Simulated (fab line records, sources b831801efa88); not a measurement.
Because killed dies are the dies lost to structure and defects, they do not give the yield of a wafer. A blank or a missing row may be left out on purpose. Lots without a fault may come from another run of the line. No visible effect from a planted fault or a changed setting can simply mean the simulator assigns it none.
One fault through the eyes of 2 desks    flow sfq line    only its own numbers are on each desk; what lay behind them is given at the end

## DESK OF THE TOOL OWNER: cmp-02
The tool's own readings at SFQ_TRILAYER_I1_CMP_CMP_046 (polishes SiO2): means of the sampled wafers that have a number, for each lot that ran on this tool. If a lot's mean is further than 4 standard deviations from the usual mean, the lot is out of limits and carries the mark OUT (the distance appears in the brackets).
Columns: A = motor current A at SFQ_TRILAYER_I1_CMP_CMP_046, usual 10.7 A; B = time to endpoint s at SFQ_TRILAYER_I1_CMP_CMP_046, usual 215 s
lot   first seen here  A     B
L641  day 19 19:53     10.7  216
L642  day 20 03:23     11.2  225
L643  day 20 13:23     10.3  213
L644  day 20 16:23     11.1  215
L645  day 21 00:34     10.2  210
L646  day 21 13:15     10.6  210
L648  day 22 04:03     11.1  209
L649  day 22 11:34     10.9  217
L650  day 22 22:10     10.2  210
This desk found nothing out of limits on any of the 9 lots.

## METROLOGY DESK
Lot by lot, what the gauges showed, no matter which tool ran the lot: averages of those sampled wafers that carry a number. If a lot's mean is further than 4 standard deviations from the usual mean, the lot is out of limits and carries the mark OUT (the distance appears in the brackets).
Columns: A = I2_OVL at SFQ_I2_OVL_MEAS_918, usual -2 nm; B = M3_NB_RS at SFQ_M3_RS_MEAS_919, usual 0.890 ohm/sq
lot   first seen here  A    B
L634  day 21 06:04     2    0.899
L635  day 22 07:46     -4   0.880
L638  day 22 15:15     -3   0.887
L639  day 24 14:47     -2   0.887
L641  day 26 22:05     -6   0.880
L642  day 27 07:22     -13  0.894
L643  day 27 19:23     -3   0.887
L644  day 28 06:53     -5   0.902
L645  day 28 15:17     -1   0.906
L646  day 29 00:41     -2   0.902
L648  day 29 12:45     -4   0.890
L649  day 29 18:46     2    0.888
L650  day 30 03:10     -8   0.890
L657  day 32 06:46     5    0.889
This desk found nothing out of limits on any of the 14 lots.

## ALL TOGETHER
Nothing out of limits was seen by the tool owner's desk.
At the metrology desk, nothing out of limits was observed.

## WHAT WAS PUT IN BY THE SIMULATOR
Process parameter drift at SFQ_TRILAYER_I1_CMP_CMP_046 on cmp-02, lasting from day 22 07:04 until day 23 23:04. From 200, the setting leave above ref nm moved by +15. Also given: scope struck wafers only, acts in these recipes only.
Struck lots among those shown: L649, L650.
